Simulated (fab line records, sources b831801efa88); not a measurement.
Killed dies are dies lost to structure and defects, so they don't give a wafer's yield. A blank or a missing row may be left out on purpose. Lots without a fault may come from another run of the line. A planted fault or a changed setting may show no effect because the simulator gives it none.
A struck lot beside a sound one | flow sky130 | 32 steps out of a route of 708
Sound: wafers L454.2, L454.4, L454.6. Struck: wafers L448.3, L448.4, L448.5. The cause comes at the end.
At each step with rows: each side's tool, then ch and its chambers, then its first start. Under that, the readings that differ: sound wafers | struck wafers | difference of the means | sigmas: that difference in standard deviations of wafers without a fault.
alike: readings whose means differ by less than 2 such deviations, and words and numbers that are the same on both sides. not compared: withheld readings, readings that some wafer has no value for, bounds like >300 that may hide the same value, and numbers for which the record gives no deviation and whose values overlap.
The two part at a step that has a row with sigmas, a row that says differs or no value, or rows on one side only. Numbers that don't overlap but have no deviation are shown without sigmas and don't part them. A reading that every wafer of one side lacks parts them only if that side has two wafers or more.

first, 4 steps without rows for these wafers: SKY_CONTACT_STRIP_20 (strips in post etch residue remover, time 1200 s); SKY_CONTACT_CLEAN_21 (cleans in IPA, time 180 s); SKY_CONTACT_CLEAN_22 (cleans in O3/DIW); SKY_CONTACT_SPUTTER_23 (material TiN, target thk 20 nm, time 80 s).
SKY_CONTACT_CVD_24: deposits W, target thk 340 nm, time 102.12 s.
  sound on cvd_w-02 ch 0,1, day 36 19:35; struck on cvd_w-01 ch 0,1, day 34 16:59
  alike: heater_power_w
SKY_CONTACT_RS_MEAS_25: measures by four-point-probe.
  sound on film_metro-01, day 36 19:43; struck on film_metro-04, day 34 17:05
  alike: CONTACT_W_RS
SKY_CONTACT_THK_MEAS_26: measures by xrf.
  sound on film_metro-01, day 36 19:50; struck on film_metro-04, day 34 17:11
  alike: CONTACT_W_THK
then, 3 steps without rows for these wafers: SKY_CONTACT_CMP_27 (polishes, stops on SiO2, t overpolish 15 s, target thk 0 nm); SKY_METAL1_SPUTTER_00 (material Ti, target thk 15 nm, time 10 s); SKY_METAL1_SPUTTER_01 (material TiN, target thk 20 nm, time 16.7 s).
SKY_METAL1_SPUTTER_02: material AlCu, target thk 250 nm, time 13.3 s.
  sound on pvd_sputter-02, day 36 20:15; struck on pvd_sputter-04, day 34 17:35
  alike: throttle_valve_pct
SKY_METAL1_SPUTTER_03: material Ti, target thk 5 nm, time 3.3 s.
  sound on pvd_sputter-02, day 36 20:17; struck on pvd_sputter-04, day 34 17:36
  alike: throttle_valve_pct
SKY_METAL1_SPUTTER_04: material TiN, target thk 70 nm, time 58.3 s.
  sound on pvd_sputter-02, day 36 20:18; struck on pvd_sputter-04, day 34 17:37
  reading                                    | sound             | struck            | difference | sigmas
  model.TiN_of_METAL1_SPUTTER_04.thk_nm (nm) | 69.68 70.19 68.98 | 58.23 59.24 58.35 | -11.01     |
  alike: throttle_valve_pct
SKY_METAL1_RS_MEAS_05: measures by four-point-probe.
  sound on film_metro-04, day 36 20:22; struck on film_metro-04, day 34 17:43
  alike: METAL1_ALCU_RS
SKY_METAL1_THK_MEAS_06: measures by xrf.
  sound on film_metro-04, day 36 20:29; struck on film_metro-04, day 34 17:49
  alike: METAL1_ALCU_THK
then, 8 steps without rows for these wafers: SKY_METAL1_DEHYDRATE_07 (time 60 s); SKY_METAL1_HMDS_08 (prime time 60 s); SKY_METAL1_COAT_09 (resist thk 60 nm); SKY_METAL1_COAT_10 (resist thk 450 nm); SKY_METAL1_SOFTBAKE_11 (time 90 s); SKY_METAL1_EXPOSE_12 (exposes mask MM1, target cd 140 nm); SKY_METAL1_PEB_13; SKY_METAL1_DEVELOP_14 (develop time 60 s).
SKY_METAL1_CD_MEAS_15: target cd 140 nm.
  sound on cd_sem-02, day 37 22:01; struck on cd_sem-02, day 35 20:22
  alike: cd_nm
SKY_METAL1_OVL_MEAS_16:
  sound on overlay-01, day 37 22:07; struck on overlay-02, day 35 20:28
  alike: METAL1_OVL
SKY_METAL1_DESCUM_17: chemistry O2, time 8 s.
  sound on rie_metal-04 ch 0,1, day 37 22:09; struck on rie_metal-03 ch 0,1, day 35 20:29
  reading               | sound             | struck            | difference | sigmas
  oes_product_au (a.u.) | 0.981 0.967 0.984 | 1.011 1.025 1.016 | +0.040     | +3
  alike: drypump_motor_current_A, rf_fwd_power_W
  not compared: rf_hours_counter_h
then, 2 steps without rows for these wafers: SKY_METAL1_ETCH_18 (etches BARC in N2/H2, stops on SiO2, time 45.9 s, target depth 60 nm); SKY_METAL1_METAL_ETCH_19 (etches the open film in Cl2/BCl3, stops on SiO2, target depth 360 nm, time 78 s).
SKY_METAL1_STRIP_20: strips in O2/N2.
  sound on plasma_asher-01 ch 0,1, day 37 22:20; struck on plasma_asher-04 ch 0,1, day 35 20:42
  reading                      | sound          | struck         | difference | sigmas
  strip_time_to_endpoint_s (s) | 2.75 2.81 2.75 | 2.62 2.55 2.58 | -0.19      | -2
  alike: drypump_motor_current_A, oes_product_au
  not compared: rf_hours_counter_h
SKY_METAL1_STRIP_21: strips in post etch residue remover, time 1200 s.
  sound on wet_bench-02 ch 3, day 37 22:26; struck on wet_bench-03 ch 0, day 35 20:46
  reading                                    | sound             | struck            | difference | sigmas
  model.TiN_of_METAL1_SPUTTER_04.thk_nm (nm) | 69.26 69.77 68.56 | 57.81 58.82 57.93 | -11.01     |
then, 2 steps without rows for these wafers: SKY_METAL1_CLEAN_22 (cleans in IPA, time 180 s); SKY_PAD_OPEN_PROBE_99.

WHERE THEY PART
First at SKY_METAL1_DESCUM_17; last, within this record, at SKY_METAL1_STRIP_20.

WHY: what the simulator had put in
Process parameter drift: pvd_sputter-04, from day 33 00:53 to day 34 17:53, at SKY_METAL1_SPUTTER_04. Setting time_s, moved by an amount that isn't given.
